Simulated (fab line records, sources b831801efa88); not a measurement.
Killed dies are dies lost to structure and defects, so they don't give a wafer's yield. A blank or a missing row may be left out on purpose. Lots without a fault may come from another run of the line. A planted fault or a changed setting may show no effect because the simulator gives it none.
Chamber matching | flow gf180mcu | GF_PASSIVATION_CVD_02 on pecvd-04: 3 sister chambers
The step deposits Si3N4, target thk 700 nm, time 486.18 s. 6 wafers are shown with their chamber, then 8 later ones without.

WAFERS WITH THEIR CHAMBER
wafer  | chamber | heater_power_w (W)
L081.3 | 1       | 760
L081.5 | 2       | 573
L087.1 | 2       | 673
L087.2 | 1       | 732
L087.5 | 0       | 753
L088.1 | 0       | 905

WAFERS WITHOUT THEIR CHAMBER
wafer  | heater_power_w (W)
L088.4 | 745
L088.6 | 771
L094.1 | 853
L094.3 | 678
L094.5 | 626
L093.2 | 700
L093.5 | 567
L093.6 | 742

WHICH CHAMBER EACH WENT THROUGH
wafer  | from the rows above          | in truth
L088.4 | can't be placed: 1 or 0 or 2 | 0
L088.6 | can't be placed: 1 or 0 or 2 | 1
L094.1 | can't be placed: 0 or 1      | 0
L094.3 | can't be placed: 2 or 1 or 0 | 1
L094.5 | can't be placed: 2 or 1      | 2
L093.2 | can't be placed: 1 or 2 or 0 | 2
L093.5 | can't be placed: 2 or 1      | 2
L093.6 | can't be placed: 1 or 0 or 2 | 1
Placed correctly: 0 of 8. Can't be placed from these rows: 8 (the true chamber is among the candidates in 8). Placed wrongly: 0.
How it was worked out, from the rows above alone: a wafer's distance from a chamber is the root of the sum, over the readings, of the square of ((its reading less the chamber's mean) divided by the reading's scatter). The wafer belongs to the nearest chamber; if the next one is less than 2 further off, it can't be placed. A chamber's mean is the mean of its shown wafers. The scatter: the root of (the sum of the squares of (reading less its chamber's mean) over the shown wafers, divided by (wafers less chambers)).
